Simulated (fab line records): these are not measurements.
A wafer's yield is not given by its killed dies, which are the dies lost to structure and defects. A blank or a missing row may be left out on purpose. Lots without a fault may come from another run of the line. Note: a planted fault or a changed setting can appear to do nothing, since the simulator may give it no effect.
Matching of chambers    flow sky130    SKY_VIA3_CMP_24 on cmp-02 has 4 sister chambers
The step polishes, stops on SiO2, t overpolish 20 s, target thk 0 nm. 4 wafers are shown with their chamber, then 7 later ones without.

WAFERS, EACH WITH ITS CHAMBER
wafer   chamber  motor current A (A)
L632.3  1        11.9
L631.5  0        11.6
L633.5  3        10.0
L642.6  2        8.7

WAFERS WITHOUT THEIR CHAMBER
wafer   motor current A (A)
L643.6  8.8
L644.1  11.2
L644.3  8.6
L644.6  11.5
L646.1  11.5
L646.3  8.8
L646.4  11.1

EACH ONE'S CHAMBER
wafer   from the rows above      in truth
L643.6  2                        2
L644.1  can't be placed: 0 or 1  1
L644.3  2                        2
L644.6  can't be placed: 0 or 1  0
L646.1  can't be placed: 0 or 1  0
L646.3  2                        2
L646.4  can't be placed: 0 or 1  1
Placed correctly: 3 of 7. From these rows, 4 cannot be placed; in 4 the true chamber is one of the candidates. Placed wrongly: 0.
How it was worked out, from the rows above alone: a wafer's distance from a chamber is the root of the sum, over the readings, of the square of ((its reading less the chamber's mean) divided by the reading's scatter). The wafer belongs to the nearest chamber; if the next one is less than 2 further off, it can't be placed. Each chamber's mean is taken over the wafers shown for it. The scatter: root of mean squared gap, hidden wafer to nearest shown wafer, with one shown wafer a chamber.
